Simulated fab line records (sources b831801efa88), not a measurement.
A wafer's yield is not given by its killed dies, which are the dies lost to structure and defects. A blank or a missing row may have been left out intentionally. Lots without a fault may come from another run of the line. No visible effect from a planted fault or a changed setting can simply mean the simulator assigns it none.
The tool behind it: which one? ; flow gf180mcu ; 7 lots with 20 wafers sampled at 3 steps, on a route of 602 steps

## WHAT THE GAUGES READ, wafer by wafer
GF_V2_THK_MEAS_03.
lot;measured;on;V2_CVD_02_THK (nm)
L345;day 19 20:57;film metro-04;852 845 858
L347;day 20 14:32;film metro-01;840 846 851
L349;day 21 12:31;film metro-04;833 840 840
L351;day 22 00:26;film metro-01;838 856 852
L358;day 25 00:52;film metro-02;833 542
L361;day 26 01:09;film metro-02;845 842 855
L365;day 27 00:43;film metro-04;828 834 845

## WHICH TOOL RAN EACH LOT (tool, then ch and the chambers of the sampled wafers, then the start)
lot;GF_V1_ETCH_16;GF_V2_CVD_02
L345;rie diel-02 ch 1,2,3, day 18 18:00;pecvd-01 ch 0,2, day 19 20:52
L347;rie diel-02 ch 0,1,3, day 19 11:23;pecvd-01 ch 0,1, day 20 14:28
L349;rie diel-02 ch 1,2,3, day 20 10:17;pecvd-02 ch 1,2, day 21 12:27
L351;rie diel-02 ch 1,3, day 20 21:20;pecvd-01 ch 0,1, day 22 00:17
L358;rie diel-02 ch 1,3, day 24 01:04;pecvd-04 ch 0,1, day 25 00:48
L361;rie diel-04 ch 0,2,3, day 25 00:59;pecvd-02 ch 0,1, day 26 01:04
L365;rie diel-04 ch 1,3, day 26 01:32;pecvd-02 ch 0,1,2, day 27 00:38
- GF_V1_ETCH_16: etches BARC in N2/H2.
- GF_V2_CVD_02: deposits SiO2 from TEOS, target thk 850 nm, time 94.851 s.

## THE ANSWER, worked out from the rows above alone
Rule: the usual values come from the lots themselves. The widest of any qualifying gaps counts: lots, ordered by their means at a reading, are off when they make up no more than a third of the lots, leave a main group of 4 or more, and stand apart from it by 3 or more times the standard deviation of that group's means. The tables above print the reading to a certain number of digits; a main group whose means all agree to those digits is not used. A lot without any number at a reading at which 4 lots or more have one is off too. The other lots that the step has rows for count as sound.
Off: at GF_V2_THK_MEAS_03 (V2_CVD_02_THK), L358. Mean 844 nm and standard deviation 5.8 in the main group.
A tool fits if, at a process step before that reading, it ran every lot that is off, and no sound lot after the first of them. The gauges at GF_V2_THK_MEAS_03 are tried like those tools. Can't be told from this: 2 tools fit, rie diel-02 at GF_V1_ETCH_16, pecvd-04 at GF_V2_CVD_02.

## WHAT HAD BEEN PUT IN BY THE SIMULATOR
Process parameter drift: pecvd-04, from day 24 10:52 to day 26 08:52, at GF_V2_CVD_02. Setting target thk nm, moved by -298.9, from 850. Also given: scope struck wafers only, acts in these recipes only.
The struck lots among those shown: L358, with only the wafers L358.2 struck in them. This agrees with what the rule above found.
